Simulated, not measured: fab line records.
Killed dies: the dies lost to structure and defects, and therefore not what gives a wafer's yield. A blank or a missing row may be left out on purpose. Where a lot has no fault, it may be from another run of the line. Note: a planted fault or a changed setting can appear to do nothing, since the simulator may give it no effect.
Problem report, 8D (eight disciplines) form, completed by code	flow gf180mcu	the parts of the form that need people (team, actions taken, sign-off) are left out

1. WHAT WENT WRONG
SAB_CVD_00_THK at GF_SAB_THK_MEAS_01 reads a mean of 56.4 nm on 1 wafer of 1 lot; wafers without a fault read 49.8 nm with a standard deviation of 0.75. Relative to the usual mean, that is a shift of +8.8 standard deviations.
First observed at day 19 11:10: wafer L453.4, on film-metro-01. At this step, 36 wafers from 12 lots have a number in the record. Rule for "out" (also "out of limits"): further than 4 standard deviations from the usual mean. Any other wafer with a number is counted as sound.

2. WHAT IT IS, WHAT IT ISN'T
question	is	is not
which readings at this step	SAB_CVD_00_THK	-
which lots	L453	L442, L443, L444, L445, L446, L447, L448, L449, L452, L463, L464
which wafers of those lots	L453.4	L453.1, L453.6
read on which gauges	film-metro-01	film-metro-02, film-metro-04
when	from day 19 11:10	up to then (29 sound wafers); but 6 sound wafers of L463, L464 came after

3. WHAT RULES OUT EACH SUSPECT
Counting: any tool at a process step up to the reading remains a suspect provided it ran every lot that is out. Sound lots after the first of them don't rule it out here, since some wafers of a struck lot are sound.
- the gauge at GF_SAB_THK_MEAS_01: kept. All the wafers that are out were read on film-metro-01, and no step on other tools shows them out.
- pecvd-04 at GF_SAB_CVD_00 (deposits SiO2 from TEOS, target thk 50 nm, time 4.9302 s): kept. L453, the lot that is out, went through it at day 19 11:09; up to then, the latest sound lot through it was L448 at day 16 16:02.
- Within pecvd-04 at GF_SAB_CVD_00: the wafers that are out ran in chamber 0; their sound lot-mates ran in chambers 1, 2.
After counting, pecvd-04 at GF_SAB_CVD_00 and film-metro-01 at GF_SAB_THK_MEAS_01 remain.

4. THE CAUSE (what the simulator had put in)
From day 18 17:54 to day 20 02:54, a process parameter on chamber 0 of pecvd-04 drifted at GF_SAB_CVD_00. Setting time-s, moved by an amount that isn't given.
Counting left 2 suspects, and this tool is among them.

5. THE EFFECT CHAIN, in route order
One row per reading whose mean, taken over the struck wafers that have a number, lies over 3 standard deviations from the usual. Scope: only readings with a usual standard deviation given in the record; hours: median across lots of the time from each lot's start at the first step in this table that gives one to its start at this step; sigmas: change in usual standard deviations.
hours	step	reading	usual	on struck wafers	change	sigmas
0	GF_SAB_THK_MEAS_01	SAB_CVD_00_THK	49.8 nm	56.4	+6.6	+8.8

6. HOW IT WOULD HAVE BEEN CAUGHT EARLIER
In this record the first reading out of limits at a measuring or inspecting step was taken at day 19 11:10, 17 hours after the fault began at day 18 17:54.
Of the tool readings at GF_SAB_CVD_00 for which the record gives a usual standard deviation, none was out on any struck wafer, so an alarm limit of 4 standard deviations on them would not have fired.
By day 19 11:10 the whole set of lots that are out, 1 in number, had already begun GF_SAB_CVD_00 on pecvd-04. Holding the tool at that point would not have protected any of them.
